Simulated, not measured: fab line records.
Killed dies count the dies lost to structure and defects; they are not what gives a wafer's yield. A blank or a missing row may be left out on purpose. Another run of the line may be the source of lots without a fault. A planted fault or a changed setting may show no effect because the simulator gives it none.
Matching of chambers | flow gf180mcu | cmp-02 running GF_V3_CMP_04: 4 sister chambers
The step polishes SiO2. 4 wafers are shown with their chamber, then 6 later ones without.

== EACH WAFER AND ITS CHAMBER ==
wafer  | chamber | motorCurrentA (A)
L741.2 | 3       | 14.2
L743.1 | 2       | 11.1
L743.3 | 0       | 13.6
L743.4 | 1       | 11.3

== WAFERS WITH NO CHAMBER GIVEN ==
wafer  | motorCurrentA (A)
L744.1 | 12.1
L744.3 | 13.5
L744.4 | 14.0
L747.3 | 11.3
L747.4 | 14.3
L747.6 | 13.7

== CHAMBER TAKEN BY EACH ==
wafer  | from the rows above     | in truth
L744.1 | can't be placed: 1 or 2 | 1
L744.3 | can't be placed: 0 or 3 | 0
L744.4 | can't be placed: 3 or 0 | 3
L747.3 | can't be placed: 1 or 2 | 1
L747.4 | can't be placed: 3 or 0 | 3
L747.6 | can't be placed: 0 or 3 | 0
Correctly placed: 0 of 6. Can't be placed from these rows: 6 (the true chamber is among the candidates in 6). Placed wrongly: 0.
How it was worked out, from the rows above alone: a wafer's distance from a chamber is the root of the sum, over the readings, of the square of ((its reading less the chamber's mean) divided by the reading's scatter). If the next closest chamber is less than 2 further off than the closest, the wafer can't be placed; otherwise it belongs to the closest. A chamber's mean is the mean of its shown wafers. The scatter: root of mean squared gap, hidden wafer to nearest shown wafer, with one shown wafer a chamber.
